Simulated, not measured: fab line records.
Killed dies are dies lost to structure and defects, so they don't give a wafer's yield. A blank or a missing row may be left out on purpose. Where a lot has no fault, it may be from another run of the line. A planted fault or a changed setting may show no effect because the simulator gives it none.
Chamber matching :: flow sfq-line :: SFQ_TRILAYER_I6_VIA_BARC_OPEN_VIA_ETCH_235 on rie-diel-04: 4 sister chambers
The step etches BARC in O2, target depth 125 nm, time 41.7 s. 4 wafers are shown with their chamber, then 7 later ones without.

WAFERS, EACH WITH ITS CHAMBER
wafer: L136.4
chamber: 2
drypump-motor-current-A (A): 5.4

wafer: L137.4
chamber: 0
drypump-motor-current-A (A): 5.7

wafer: L137.5
chamber: 1
drypump-motor-current-A (A): 5.4

wafer: L141.1
chamber: 3
drypump-motor-current-A (A): 6.0

WAFERS MISSING THEIR CHAMBER
wafer: L141.3
drypump-motor-current-A (A): 5.4

wafer: L141.5
drypump-motor-current-A (A): 5.7

wafer: L142.5
drypump-motor-current-A (A): 5.7

wafer: L142.6
drypump-motor-current-A (A): 6.1

wafer: L149.1
drypump-motor-current-A (A): 5.3

wafer: L149.3
drypump-motor-current-A (A): 5.4

wafer: L149.4
drypump-motor-current-A (A): 6.0

WHICH CHAMBER EACH WENT THROUGH
wafer: L141.3
from the rows above: can't be placed: 1 or 2
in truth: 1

wafer: L141.5
from the rows above: 0
in truth: 0

wafer: L142.5
from the rows above: 0
in truth: 0

wafer: L142.6
from the rows above: 3
in truth: 3

wafer: L149.1
from the rows above: can't be placed: 1 or 2
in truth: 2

wafer: L149.3
from the rows above: can't be placed: 1 or 2
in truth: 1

wafer: L149.4
from the rows above: 3
in truth: 3
4 of 7 placed correctly. From these rows, 3 cannot be placed; in 3 the true chamber is one of the candidates. Number placed wrongly: 0.
How it was worked out, from the rows above alone: a wafer's distance from a chamber is the root of the sum, over the readings, of the square of ((its reading less the chamber's mean) divided by the reading's scatter). The wafer belongs to the nearest chamber; if the next one is less than 2 further off, it can't be placed. The mean given for a chamber averages the wafers shown for that chamber. The scatter: with one shown wafer a chamber, the root of the mean of the squares of how far each hidden wafer lies from its nearest shown one.
